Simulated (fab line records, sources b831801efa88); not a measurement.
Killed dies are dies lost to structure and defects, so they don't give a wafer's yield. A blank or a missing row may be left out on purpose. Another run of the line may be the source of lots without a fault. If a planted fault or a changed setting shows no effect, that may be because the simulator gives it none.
Which tool was responsible?	flow gf180mcu	6 lots with 17 wafers sampled at 4 steps, on a route of 602 steps

## WHAT THE GAUGES READ, wafer by wafer
GF_PASSIVATION_THK_MEAS_01.
lot	measured	on	PASSIVATION_CVD_00_THK (nm)
L653	day 29 00:17	film-metro-01	992 996 994
L658	day 30 14:04	film-metro-01	999 1021 1016
L665	day 32 08:59	film-metro-01	1592 1613 1592 1612
L668	day 33 08:51	film-metro-01	988 1005 1009
L671	day 34 02:08	film-metro-04	981 1014 989
L674	day 34 16:32	film-metro-03	996 994 1014

## WHAT TOOL EACH LOT RAN ON (gives the tool, then ch and the chambers of the sampled wafers, and finally the start)
lot	GF_V2_ETCH_16	GF_M3_SPUTTER_02	GF_PASSIVATION_CVD_00
L653	rie-diel-02 ch 0,2,3, day 21 05:08	pvd-sputter-01, day 21 06:37	pecvd-02 ch 1,2, day 29 00:13
L658	rie-diel-02 ch 0,1,2, day 23 04:25	pvd-sputter-04, day 23 06:01	pecvd-02 ch 1, day 30 13:57
L665	rie-diel-04 ch 1,2, day 25 09:59	pvd-sputter-02, day 25 11:28	pecvd-02 ch 0,1, day 32 08:54
L668	rie-diel-04 ch 0,1, day 26 15:37	pvd-sputter-02, day 26 17:10	pecvd-03 ch 0,1,2, day 33 08:45
L671	rie-diel-02 ch 0,2, day 27 09:25	pvd-sputter-04, day 27 11:20	pecvd-03 ch 0,1,2, day 34 02:02
L674	rie-diel-01 ch 0,1,2, day 28 09:28	pvd-sputter-02, day 28 10:59	pecvd-01 ch 1,2, day 34 16:27
- GF_V2_ETCH_16: etches BARC in N2/H2.
- GF_M3_SPUTTER_02: material AlCu, target thk 450 nm, time 23.9 s.
- GF_PASSIVATION_CVD_00: deposits SiO2 from TEOS, target thk 1000 nm, time 111.95 s.

## THE ANSWER, worked out from the rows above alone
Rule: the usual values come from the lots themselves. Put in order of their means at a reading, lots are off if they are a third of the lots or fewer, leave a main group of 4 or more, and stand apart from it by a gap of 3 or more times the standard deviation of the main group's means; of several such gaps the widest counts. A main group is skipped when, at the precision printed for the reading in the tables above, its means are all equal. Also off: a lot with no number at a reading for which 4 or more lots have one. Where the step has rows for the other lots, those lots are counted as sound.
Off: at GF_PASSIVATION_THK_MEAS_01 (PASSIVATION_CVD_00_THK), L665. Mean 1001 nm and standard deviation 6.5 in the main group.
If a tool, at a process step before that reading, ran all the lots that are off and no sound lot after the first of them, it fits. Gauges at GF_PASSIVATION_THK_MEAS_01: tried the same way as those tools. One fits: GF_PASSIVATION_CVD_00 on pecvd-02. A fault onset in the window from L658 (day 30 13:57, its last sound lot) to L665 (day 32 08:54, its first lot off) fits.

## WHAT THE SIMULATOR PUT IN
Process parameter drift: pecvd-02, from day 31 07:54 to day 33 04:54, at GF_PASSIVATION_CVD_00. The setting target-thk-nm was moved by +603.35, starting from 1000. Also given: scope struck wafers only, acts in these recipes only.
Shown lots that were struck: L665. The rule above found the same.
